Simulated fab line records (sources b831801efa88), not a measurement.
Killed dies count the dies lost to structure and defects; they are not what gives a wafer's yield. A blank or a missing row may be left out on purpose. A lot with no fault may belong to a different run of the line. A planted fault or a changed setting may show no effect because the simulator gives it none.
Matching of chambers + flow gf180mcu + GF_MIM_CVD_05 on pecvd-02 has 3 sister chambers
The step deposits Si3N4, target thk 42 nm, time 29.086 s. 6 wafers are shown with their chamber, then 9 later ones without.

WAFERS, EACH WITH ITS CHAMBER
| wafer  | chamber | heaterPowerW (W) |
|--------|---------|------------------|
| L085.1 | 0       | 583              |
| L085.2 | 2       | 678              |
| L085.3 | 1       | 950              |
| L085.4 | 2       | 673              |
| L085.5 | 1       | 967              |
| L085.6 | 0       | 610              |

WAFERS WITH NO CHAMBER GIVEN
| wafer  | heaterPowerW (W) |
|--------|------------------|
| L087.3 | 649              |
| L087.4 | 927              |
| L087.5 | 661              |
| L089.1 | 647              |
| L089.2 | 881              |
| L089.3 | 626              |
| L097.1 | 940              |
| L097.2 | 613              |
| L097.4 | 965              |

WHICH CHAMBER EACH WENT THROUGH
| wafer  | from the rows above     | in truth |
|--------|-------------------------|----------|
| L087.3 | can't be placed: 2 or 0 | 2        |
| L087.4 | 1                       | 1        |
| L087.5 | 2                       | 2        |
| L089.1 | can't be placed: 2 or 0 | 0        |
| L089.2 | 1                       | 1        |
| L089.3 | can't be placed: 0 or 2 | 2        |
| L097.1 | 1                       | 1        |
| L097.2 | 0                       | 0        |
| L097.4 | 1                       | 1        |
Correctly placed: 6 of 9. Can't be placed from these rows: 3 (the true chamber is among the candidates in 3). Wrongly placed: 0.
How it was worked out, from the rows above alone: a wafer's distance from a chamber is the root of the sum, over the readings, of the square of ((its reading less the chamber's mean) divided by the reading's scatter). If the next closest chamber is less than 2 further off than the closest, the wafer can't be placed; otherwise it belongs to the closest. For every chamber, the mean is computed from those of its wafers that are shown. The scatter: the root of (the sum of the squares of (reading less its chamber's mean) over the shown wafers, divided by (wafers less chambers)).
